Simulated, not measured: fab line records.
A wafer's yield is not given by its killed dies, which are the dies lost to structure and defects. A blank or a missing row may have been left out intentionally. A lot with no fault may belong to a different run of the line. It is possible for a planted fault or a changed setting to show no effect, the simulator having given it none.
Comparing a struck lot with a sound one || flow sky130 || 19 steps out of a route of 708
Sound: these wafers, L565.3, L565.4, L565.5. Struck: wafers L556.1, L556.4, L556.5. At the end, the cause is stated.
For every step that has rows: the tool of each side, followed by ch and its chambers, followed by its first start. Under that, the readings that differ: sound wafers || struck wafers || difference of the means || sigmas: that difference in standard deviations of wafers without a fault.
alike: readings whose means differ by less than 2 such deviations, and words and numbers that are the same on both sides. not compared: withheld readings, readings that some wafer has no value for, bounds like >300 that may hide the same value, and numbers for which the record gives no deviation and whose values overlap.
Wherever a step has rows on one side only, a row that says differs or no value, or a row with sigmas, the two part there. Non-overlapping numbers with no deviation appear without sigmas and do not part them. Lack of a reading on every wafer of one side parts them only where that side has two or more wafers.

first, 3 steps without rows for these wafers: SKY_SD_P_EXPOSE_04 (exposes mask PSDM, target cd 380 nm); SKY_SD_P_PEB_05; SKY_SD_P_DEVELOP_06 (develop time 60 s).
SKY_SD_P_CD_MEAS_07: the cd target is 380 nm.
  sound on cdSem-02, day 31 23:38; struck on cdSem-01, day 29 08:51
{"reading": "cdNm (nm)", "sound": "377.7 378.8 377.9", "struck": "385.6 383.2 384.9", "difference": "+6.4", "sigmas": "+3"}
SKY_SD_P_OVL_MEAS_08:
  sound on overlay-02, day 31 23:44; struck on overlay-01, day 29 08:58
  alike: SD_P_OVL
following that, these wafers have no rows for 1 step: SKY_SD_P_IMPLANT_09.
SKY_SD_P_STRIP_10: strips in O2/N2.
  sound on plasmaAsher-03 ch 0,1, day 31 23:56; struck on plasmaAsher-02 ch 0,1, day 29 09:10
  alike: drypumpMotorCurrentA, o2FlowSccm, oesProductAu, stripTimeToEndpointS
  not compared: rfHoursCounterH
SKY_SD_P_TW_MEAS_11:
  sound on filmMetro-03, day 32 00:02; struck on filmMetro-04, day 29 09:16
  alike: SD_P_TW
then, 4 steps without rows for these wafers: SKY_RES_XHIGH_DEHYDRATE_00 (time 60 s); SKY_RES_XHIGH_HMDS_01 (prime time 60 s); SKY_RES_XHIGH_COAT_02 (resist thk 1140 nm); SKY_RES_XHIGH_SOFTBAKE_03 (time 60 s).
SKY_RES_XHIGH_EXPOSE_04: exposes mask URPM, target cd 1270 nm.
  sound on ilineStepper-01 ch 0, day 32 13:16; struck on ilineStepper-01, day 29 23:04
  no value came back on the struck wafers for exposureDoseMJCm2, focusOffsetNm (nm), reticleTempC (C); on the sound wafers exposureDoseMJCm2 reads 140.15 140.11 140.14
  alike: mask
then, 3 steps without rows for these wafers: SKY_RES_XHIGH_PEB_05; SKY_RES_XHIGH_DEVELOP_06 (develop time 60 s); SKY_RES_XHIGH_IMPLANT_07.
SKY_RES_XHIGH_STRIP_08: strips in O2/N2.
  sound on plasmaAsher-01 ch 0,1, day 33 05:47; struck on plasmaAsher-04 ch 1, day 30 13:20
  alike: drypumpMotorCurrentA, o2FlowSccm, oesProductAu, stripTimeToEndpointS
  not compared: rfHoursCounterH
SKY_RES_XHIGH_TW_MEAS_09:
  sound on filmMetro-02, day 33 05:52; struck on filmMetro-04, day 30 13:26
{"reading": "RES_XHIGH_TW", "sound": "1630 1624 1636", "struck": "30 30 30", "difference": -1600, "sigmas": "-99 or more"}
then, 1 step without rows for these wafers: SKY_SD_N_DEHYDRATE_00 (time 60 s).

== WHERE THEY PART ==
Last at SKY_RES_XHIGH_TW_MEAS_09 as far as this record goes, first at SKY_SD_P_CD_MEAS_07.

WHY: the cause the simulator had injected
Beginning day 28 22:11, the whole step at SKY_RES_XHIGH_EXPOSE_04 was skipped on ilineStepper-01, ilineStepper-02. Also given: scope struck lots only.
